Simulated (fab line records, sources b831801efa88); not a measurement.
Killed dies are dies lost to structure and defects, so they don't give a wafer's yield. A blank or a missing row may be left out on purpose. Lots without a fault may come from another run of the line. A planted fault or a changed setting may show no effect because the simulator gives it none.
Which tool did it? | flow sky130 | 13 lots, 39 wafers sampled, at 1 step of a route of 708

WHAT THE GAUGES READ, wafer by wafer
SKY_VT_ADJUST_PCH_TW_MEAS_10. Usual: VT_ADJUST_PCH_TW 143.4, standard deviation 1.
lot  | measured     | on            | VT_ADJUST_PCH_TW  | flag
L959 | day 10 03:40 | film_metro-01 | 143.0 143.4 142.9 |
L960 | day 10 17:33 | film_metro-01 | 143.9 143.5 143.7 |
L961 | day 10 23:33 | film_metro-04 | 144.7 145.3 144.8 |
L962 | day 11 00:32 | film_metro-04 | 144.0 144.4 143.8 |
L963 | day 11 10:06 | film_metro-04 | 144.9 143.7 144.6 |
L964 | day 12 01:55 | film_metro-02 | 143.0 142.4 143.7 |
L965 | day 12 08:57 | film_metro-02 | 143.4 142.8 143.1 |
L966 | day 12 11:05 | film_metro-01 | 142.6 144.0 142.6 |
L968 | day 13 03:09 | film_metro-02 | 141.8 142.7 142.4 |
L969 | day 13 11:22 | film_metro-01 | 142.2 141.7 142.0 |
L970 | day 13 19:28 | film_metro-04 | 144.1 143.4 144.8 |
L978 | day 16 08:27 | film_metro-04 | 145.0 145.7 144.9 |
L981 | day 17 03:40 | film_metro-01 | 142.8 142.7 143.1 |

WHICH TOOL RAN EACH LOT (tool, then ch and the chambers of the sampled wafers, then the start)
The record holds no process step before these readings.

WHAT THE TOOLS THEMSELVES READ (means of the sampled wafers that have a number; where no wafer has one, the mark that the record gives instead)
The record holds no such reading with a usual standard deviation.

THE ANSWER, worked out from the rows above alone
Rule: a lot is off if the mean of its wafers that have a number lies more than 3 standard deviations from the usual mean. A lot without any number at a reading at which 4 lots or more have one is off too. The other lots that the step has rows for count as sound. The gauges are gone through in route order, then the tools' own readings, and for those a lot's mean is taken as printed above. The first step at which some lot is off is used, and at that step the reading that is off furthest; a lot without a number counts as furthest.
No lot is off at any reading shown: from this, nothing can be told.

WHAT THE SIMULATOR HAD PUT IN
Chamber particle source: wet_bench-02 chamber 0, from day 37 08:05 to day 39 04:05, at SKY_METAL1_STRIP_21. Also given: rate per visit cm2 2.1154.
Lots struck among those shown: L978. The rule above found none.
